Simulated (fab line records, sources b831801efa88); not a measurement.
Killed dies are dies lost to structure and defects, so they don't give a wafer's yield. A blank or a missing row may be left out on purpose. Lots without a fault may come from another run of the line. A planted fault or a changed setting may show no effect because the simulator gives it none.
Which tool did it? | flow sky130 | 24 lots, 72 wafers sampled, at 6 steps of a route of 708

WHAT THE GAUGES READ, wafer by wafer
SKY_SD_N_RS_MEAS_17: measures by four-point-probe.
lot  | measured     | on            | SD_P_RS (ohm/sq)
L074 | day 27 17:08 | film_metro-01 | 146.5 147.0 146.6
L075 | day 29 04:03 | film_metro-01 | 146.9 147.2 146.9
L076 | day 29 04:13 | film_metro-02 | 147.1 146.4 147.1
L077 | day 29 05:55 | film_metro-04 | 146.9 147.0 147.0
L079 | day 29 09:31 | film_metro-04 | 147.0 146.5 146.9
L078 | day 29 13:05 | film_metro-02 | 146.6 146.5 146.4
L080 | day 29 19:43 | film_metro-01 | 147.5 147.6 147.6
L081 | day 30 10:32 | film_metro-02 | 146.7 146.9 146.5
L082 | day 30 20:57 | film_metro-02 | 146.8 146.9 146.8
L084 | day 31 00:31 | film_metro-04 | 147.7 147.6 147.7
L083 | day 31 05:06 | film_metro-02 | 146.8 146.4 146.3
L085 | day 31 07:26 | film_metro-04 | 146.3 146.8 147.2
L086 | day 32 00:09 | film_metro-04 | 146.3 146.3 145.6
L087 | day 32 11:19 | film_metro-04 | 146.5 146.6 146.5
L088 | day 32 11:22 | film_metro-01 | 146.7 146.5 146.4
L089 | day 32 21:23 | film_metro-01 | 146.7 147.0 146.4
L090 | day 33 07:25 | film_metro-02 | 147.3 147.2 147.2
L091 | day 33 13:28 | film_metro-01 | 147.2 147.5 147.5
L092 | day 33 17:40 | film_metro-01 | 147.1 146.9 147.0
L093 | day 34 08:46 | film_metro-04 | 146.4 146.8 146.4
L094 | day 34 22:13 | film_metro-04 | 147.2 147.0 146.7
L095 | day 35 15:34 | film_metro-02 | 146.3 147.1 146.8
L097 | day 36 08:22 | film_metro-01 | 147.4 147.2 146.8
L096 | day 36 10:34 | film_metro-02 | 146.7 146.4 146.5

SKY_VIA1_CD_MEAS_12: target cd 150 nm.
lot  | measured     | on        | cd_nm (nm)
L074 | day 33 18:28 | cd_sem-01 | 150.0 147.8 149.0
L075 | day 35 02:45 | cd_sem-01 | 151.7 151.5 151.6
L076 | day 35 03:43 | cd_sem-01 | 150.1 148.4 148.5
L077 | day 35 04:04 | cd_sem-01 | 148.8 147.9 148.1
L079 | day 35 06:45 | cd_sem-01 | 150.8 151.1 152.1
L078 | day 35 10:02 | cd_sem-01 | 149.4 148.6 150.0
L080 | day 35 19:33 | cd_sem-02 | 150.3 150.8 151.0
L081 | day 36 07:25 | cd_sem-01 | 151.0 151.4 151.1
L082 | day 36 17:17 | cd_sem-02 | 148.3 149.0 148.4
L084 | day 36 21:06 | cd_sem-02 | 146.0 146.6 145.4
L083 | day 37 00:34 | cd_sem-01 | 151.2 149.7 151.1
L085 | day 37 02:31 | cd_sem-01 | 150.4 150.3 150.5
L086 | day 37 19:35 | cd_sem-01 | 150.3 150.1 150.1
L087 | day 38 05:30 | cd_sem-02 | 147.6 147.5 147.3
L088 | day 38 07:31 | cd_sem-01 | 151.5 150.4 152.4
L089 | day 38 15:18 | cd_sem-02 | 149.5 150.1 151.9
L090 | day 39 01:04 | cd_sem-02 | 152.5 152.8 151.4
L091 | day 39 05:03 | cd_sem-01 | 153.4 151.2 152.4
L092 | day 39 10:15 | cd_sem-01 | 150.2 147.9 147.9
L093 | day 39 23:37 | cd_sem-01 | 152.3 150.7 150.9
L094 | day 40 12:40 | cd_sem-01 | 145.6 146.6 144.9
L095 | day 41 04:46 | cd_sem-02 | 148.8 151.8 149.9
L097 | day 42 05:43 | cd_sem-02 | 150.0 149.7 148.3
L096 | day 42 06:04 | cd_sem-01 | 151.3 150.7 151.0

WHICH TOOL RAN EACH LOT (tool, then ch and the chambers of the sampled wafers, then the start)
lot  | SKY_POLY_GATE_ETCH_15              | SKY_POLY_CUT_ETCH_10               | SKY_CONTACT_ETCH_17                | SKY_CONTACT_STRIP_19
L074 | rie_diel-01 ch 0,1,3, day 16 04:47 | rie_diel-03 ch 0,1,2, day 23 23:43 | rie_diel-02 ch 1,2,3, day 31 09:30 | plasma_asher-03 ch 0,1, day 31 09:35
L075 | rie_diel-02 ch 0,1,2, day 17 10:34 | rie_diel-03 ch 0,3, day 25 12:46   | rie_diel-01 ch 0,2, day 32 17:42   | plasma_asher-01 ch 0,1, day 32 17:47
L076 | rie_diel-01 ch 2,3, day 17 12:32   | rie_diel-04 ch 0,1,3, day 25 12:55 | rie_diel-02 ch 2,3, day 32 18:49   | plasma_asher-03 ch 0,1, day 32 18:55
L077 | rie_diel-03 ch 0,2,3, day 17 16:40 | rie_diel-04 ch 0,2, day 25 14:25   | rie_diel-01 ch 0,2, day 32 20:03   | plasma_asher-02 ch 0,1, day 32 20:08
L079 | rie_diel-03 ch 1,2,3, day 17 18:52 | rie_diel-01 ch 1,2,3, day 25 18:25 | rie_diel-01 ch 0,2, day 32 23:12   | plasma_asher-01 ch 0,1, day 32 23:20
L078 | rie_diel-03 ch 0,1,2, day 17 22:58 | rie_diel-04 ch 0,3, day 25 22:31   | rie_diel-02 ch 0,1, day 33 02:58   | plasma_asher-03 ch 0,1, day 33 03:03
L080 | rie_diel-01 ch 0,1,2, day 18 09:10 | rie_diel-03 ch 1,2, day 26 03:58   | rie_diel-01 ch 1,2,3, day 33 11:09 | plasma_asher-02 ch 0,1, day 33 11:17
L081 | rie_diel-03 ch 1,2, day 19 01:19   | rie_diel-04 ch 0,2,3, day 26 19:43 | rie_diel-02 ch 1,3, day 33 23:03   | plasma_asher-03 ch 0, day 33 23:08
L082 | rie_diel-02 ch 0,2, day 19 12:58   | rie_diel-03 ch 1,3, day 27 07:46   | rie_diel-02 ch 0,1,3, day 34 09:46 | plasma_asher-03 ch 0, day 34 09:51
L084 | rie_diel-03 ch 0,1,3, day 19 19:22 | rie_diel-04 ch 0,1,2, day 27 11:13 | rie_diel-03 ch 0,1, day 34 13:58   | plasma_asher-03 ch 0,1, day 34 14:05
L083 | rie_diel-01 ch 1,2,3, day 19 19:34 | rie_diel-03 ch 0,3, day 27 15:25   | rie_diel-02 ch 0,1, day 34 17:40   | plasma_asher-03 ch 0,1, day 34 17:46
L085 | rie_diel-01 ch 0,2,3, day 20 02:13 | rie_diel-01 ch 1,2,3, day 27 18:52 | rie_diel-01 ch 0,2,3, day 34 20:13 | plasma_asher-02 ch 0,1, day 34 20:18
L086 | rie_diel-03 ch 0,1,2, day 20 19:17 | rie_diel-01 ch 0,2,3, day 28 11:10 | rie_diel-03 ch 0,2, day 35 12:43   | plasma_asher-02 ch 0,1, day 35 12:49
L087 | rie_diel-02 ch 2,3, day 21 04:01   | rie_diel-01 ch 0,1,2, day 28 23:49 | rie_diel-03 ch 1,2, day 35 22:28   | plasma_asher-02 ch 0,1, day 35 22:35
L088 | rie_diel-02 ch 0,2, day 21 10:37   | rie_diel-04 ch 0,2,3, day 29 00:10 | rie_diel-01 ch 0,2, day 36 00:46   | plasma_asher-01 ch 0,1, day 36 00:52
L089 | rie_diel-01 ch 0,1,3, day 21 20:55 | rie_diel-04 ch 0,1, day 29 10:43   | rie_diel-03 ch 1,3, day 36 07:58   | plasma_asher-01 ch 0,1, day 36 08:03
L090 | rie_diel-01 ch 0,1,3, day 22 09:37 | rie_diel-01 ch 0,1,2, day 29 20:55 | rie_diel-01 ch 0,1,3, day 36 18:55 | plasma_asher-01 ch 0,1, day 36 19:01
L091 | rie_diel-02 ch 1,3, day 22 17:20   | rie_diel-01 ch 0,1,2, day 30 03:07 | rie_diel-01 ch 0,1,2, day 36 23:13 | plasma_asher-03 ch 0,1, day 36 23:20
L092 | rie_diel-01 ch 0,1, day 22 20:37   | rie_diel-03 ch 0,1,2, day 30 07:10 | rie_diel-02 ch 0,1, day 37 04:22   | plasma_asher-01 ch 0,1, day 37 04:29
L093 | rie_diel-01 ch 0,1,3, day 23 11:13 | rie_diel-04 ch 0,1,3, day 30 22:46 | rie_diel-01 ch 1,2,3, day 37 19:34 | plasma_asher-01 ch 0,1, day 37 19:39
L094 | rie_diel-01 ch 0,1,3, day 24 02:46 | rie_diel-04 ch 0,1,3, day 31 11:58 | rie_diel-03 ch 1,2,3, day 38 08:40 | plasma_asher-02 ch 0,1, day 38 08:45
L095 | rie_diel-02 ch 1,2,3, day 24 23:14 | rie_diel-03 ch 1,2, day 32 07:40   | rie_diel-01 ch 1,3, day 39 00:55   | plasma_asher-01 ch 1, day 39 01:00
L097 | rie_diel-03 ch 0,1,2, day 25 17:52 | rie_diel-01 ch 0,2,3, day 33 00:10 | rie_diel-01 ch 0,2,3, day 39 15:49 | plasma_asher-02 ch 0,1, day 39 15:54
L096 | rie_diel-01 ch 0,2,3, day 25 21:22 | rie_diel-03 ch 0,1,2, day 33 02:34 | rie_diel-03 ch 0,1,2, day 39 18:13 | plasma_asher-03 ch 0,1, day 39 18:18
- SKY_POLY_GATE_ETCH_15: etches BARC in N2/H2, stops on SiO2, time 118.5 s, target depth 110 nm.
- SKY_POLY_CUT_ETCH_10: etches BARC in N2/H2, stops on SiO2, time 45.9 s, target depth 60 nm.
- SKY_CONTACT_ETCH_17: etches SiO2 in C4F8/O2/Ar, stops on Si3N4, target depth 340 nm.
- SKY_CONTACT_STRIP_19: strips in O2/N2.

WHAT THE TOOLS THEMSELVES READ (means of the sampled wafers that have a number; where no wafer has one, the mark that the record gives instead)
SKY_POLY_GATE_ETCH_15.
lot  | tool        | drypump_motor_current_A (A) | oes_product_au (a.u.) | rf_fwd_power_W (W) | throttle_valve_pct (%)
L074 | rie_diel-01 | 5.8                         | 0.711                 | 498.7              | 13.215
L075 | rie_diel-02 | 5.9                         | 0.716                 | 498.2              | 13.212
L076 | rie_diel-01 | 5.6                         | 0.717                 | 497.2              | 13.218
L077 | rie_diel-03 | 5.4                         | 0.714                 | 496.6              | 13.210
L079 | rie_diel-03 | 5.4                         | 0.711                 | 497.0              | 13.214
L078 | rie_diel-03 | 5.5                         | 0.719                 | 495.5              | 13.206
L080 | rie_diel-01 | 5.4                         | 0.715                 | 497.6              | 13.216
L081 | rie_diel-03 | 5.4                         | 0.718                 | 497.5              | 13.209
L082 | rie_diel-02 | 5.8                         | 0.712                 | 498.1              | 13.214
L084 | rie_diel-03 | 5.3                         | 0.716                 | 496.7              | 13.217
L083 | rie_diel-01 | 5.3                         | 0.714                 | 497.9              | 13.211
L085 | rie_diel-01 | 5.7                         | 0.713                 | 498.8              | 13.212
L086 | rie_diel-03 | 5.5                         | 0.718                 | 495.4              | 13.217
L087 | rie_diel-02 | 5.7                         | 0.720                 | 496.7              | 13.210
L088 | rie_diel-02 | 5.8                         | 0.721                 | 497.8              | 13.212
L089 | rie_diel-01 | 5.8                         | 0.718                 | 499.2              | 13.217
L090 | rie_diel-01 | 5.8                         | 0.715                 | 497.2              | 13.220
L091 | rie_diel-02 | 5.8                         | 0.715                 | 497.3              | 13.220
L092 | rie_diel-01 | 5.6                         | 0.715                 | 499.3              | 13.208
L093 | rie_diel-01 | 5.8                         | 0.714                 | 499.9              | 13.211
L094 | rie_diel-01 | 5.8                         | 0.715                 | 499.0              | 13.212
L095 | rie_diel-02 | 5.8                         | 0.716                 | 497.0              | 13.213
L097 | rie_diel-03 | 5.4                         | 0.719                 | 497.3              | 13.214
L096 | rie_diel-01 | 5.7                         | 0.715                 | 499.6              | 13.206

SKY_POLY_CUT_ETCH_10.
lot  | tool        | drypump_motor_current_A (A) | oes_product_au (a.u.) | rf_fwd_power_W (W) | throttle_valve_pct (%)
L074 | rie_diel-03 | 5.4                         | 0.855                 | 494.2              | 13.225
L075 | rie_diel-03 | 5.3                         | 0.855                 | 494.0              | 13.227
L076 | rie_diel-04 | 6.0                         | 0.854                 | 494.4              | 13.225
L077 | rie_diel-04 | 5.6                         | 0.852                 | 493.4              | 13.216
L079 | rie_diel-01 | 5.3                         | 0.858                 | 496.6              | 13.229
L078 | rie_diel-04 | 6.2                         | 0.860                 | 495.1              | 13.228
L080 | rie_diel-03 | 5.5                         | 0.851                 | 495.4              | 13.216
L081 | rie_diel-04 | 6.0                         | 0.857                 | 493.5              | 13.210
L082 | rie_diel-03 | 5.2                         | 0.856                 | 495.3              | 13.229
L084 | rie_diel-04 | 5.7                         | 0.855                 | 493.0              | 13.222
L083 | rie_diel-03 | 5.2                         | 0.853                 | 493.7              | 13.228
L085 | rie_diel-01 | 5.3                         | 0.853                 | 496.2              | 13.221
L086 | rie_diel-01 | 5.6                         | 0.853                 | 496.7              | 13.223
L087 | rie_diel-01 | 5.4                         | 0.850                 | 496.4              | 13.232
L088 | rie_diel-04 | 5.9                         | 0.856                 | 493.9              | 13.223
L089 | rie_diel-04 | 5.8                         | 0.849                 | 492.3              | 13.226
L090 | rie_diel-01 | 5.4                         | 0.855                 | 497.1              | 13.222
L091 | rie_diel-01 | 5.4                         | 0.855                 | 497.4              | 13.228
L092 | rie_diel-03 | 5.4                         | 0.857                 | 494.6              | 13.217
L093 | rie_diel-04 | 6.0                         | 0.859                 | 495.0              | 13.230
L094 | rie_diel-04 | 6.0                         | 0.853                 | 493.0              | 13.227
L095 | rie_diel-03 | 5.4                         | 0.853                 | 494.7              | 13.217
L097 | rie_diel-01 | 5.6                         | 0.856                 | 496.6              | 13.218
L096 | rie_diel-03 | 5.4                         | 0.858                 | 494.3              | 13.221

SKY_CONTACT_ETCH_17.
lot  | tool        | oes_product_au (a.u.) | rf_fwd_power_W (W)
L074 | rie_diel-02 | 0.889                 | 1494
L075 | rie_diel-01 | 0.891                 | 1493
L076 | rie_diel-02 | 0.895                 | 1488
L077 | rie_diel-01 | 0.891                 | 1488
L079 | rie_diel-01 | 0.889                 | 1491
L078 | rie_diel-02 | 0.887                 | 1492
L080 | rie_diel-01 | 0.894                 | 1492
L081 | rie_diel-02 | 0.891                 | 1490
L082 | rie_diel-02 | 0.891                 | 1495
L084 | rie_diel-03 | 0.890                 | 1487
L083 | rie_diel-02 | 0.894                 | 1485
L085 | rie_diel-01 | 0.894                 | 1491
L086 | rie_diel-03 | 0.885                 | 1483
L087 | rie_diel-03 | 0.886                 | 1489
L088 | rie_diel-01 | 0.888                 | 1490
L089 | rie_diel-03 | 0.886                 | 1483
L090 | rie_diel-01 | 0.894                 | 1492
L091 | rie_diel-01 | 0.890                 | 1493
L092 | rie_diel-02 | 0.892                 | 1493
L093 | rie_diel-01 | 0.890                 | 1500
L094 | rie_diel-03 | 0.892                 | 1488
L095 | rie_diel-01 | 0.887                 | 1494
L097 | rie_diel-01 | 0.893                 | 1494
L096 | rie_diel-03 | 0.896                 | 1485

SKY_CONTACT_STRIP_19.
lot  | tool            | drypump_motor_current_A (A) | oes_product_au (a.u.) | strip_time_to_endpoint_s (s)
L074 | plasma_asher-03 | 5.8                         | 0.382                 | 3.69
L075 | plasma_asher-01 | 5.8                         | 0.380                 | 3.66
L076 | plasma_asher-03 | 5.8                         | 0.387                 | 3.68
L077 | plasma_asher-02 | 5.4                         | 0.381                 | 3.62
L079 | plasma_asher-01 | 5.8                         | 0.382                 | 3.64
L078 | plasma_asher-03 | 5.8                         | 0.386                 | 3.66
L080 | plasma_asher-02 | 5.4                         | 0.384                 | 3.65
L081 | plasma_asher-03 | 6.5                         | 0.385                 | 3.67
L082 | plasma_asher-03 | 6.5                         | 0.385                 | 3.65
L084 | plasma_asher-03 | 5.8                         | 0.379                 | 3.62
L083 | plasma_asher-03 | 5.8                         | 0.383                 | 3.68
L085 | plasma_asher-02 | 5.4                         | 0.379                 | 3.66
L086 | plasma_asher-02 | 5.1                         | 0.383                 | 3.68
L087 | plasma_asher-02 | 5.2                         | 0.388                 | 3.66
L088 | plasma_asher-01 | 5.6                         | 0.382                 | 3.65
L089 | plasma_asher-01 | 5.6                         | 0.386                 | 3.66
L090 | plasma_asher-01 | 5.8                         | 0.381                 | 3.62
L091 | plasma_asher-03 | 5.8                         | 0.385                 | 3.64
L092 | plasma_asher-01 | 5.6                         | 0.386                 | 3.64
L093 | plasma_asher-01 | 5.6                         | 0.381                 | 3.63
L094 | plasma_asher-02 | 5.2                         | 0.384                 | 3.66
L095 | plasma_asher-01 | 5.9                         | 0.380                 | 3.61
L097 | plasma_asher-02 | 5.5                         | 0.386                 | 3.61
L096 | plasma_asher-03 | 6.2                         | 0.382                 | 3.65

THE ANSWER, worked out from the rows above alone
Rule: what is usual is taken from the lots themselves. Put in order of their means at a reading, lots are off if they are a third of the lots or fewer, leave a main group of 4 or more, and stand apart from it by a gap of 3 or more times the standard deviation of the main group's means; of several such gaps the widest counts. A main group whose means are all the same, to the digits that the tables above print for the reading, isn't used. A lot without any number at a reading at which 4 lots or more have one is off too. The other lots that the step has rows for count as sound. The gauges are gone through in route order, then the tools' own readings, and for those a lot's mean is taken as printed above. The first step at which some lot is off is used, and at that step the reading that is off furthest; a lot without a number counts as furthest.
No lot is off at any reading shown: from this, nothing can be told.

WHAT THE SIMULATOR HAD PUT IN
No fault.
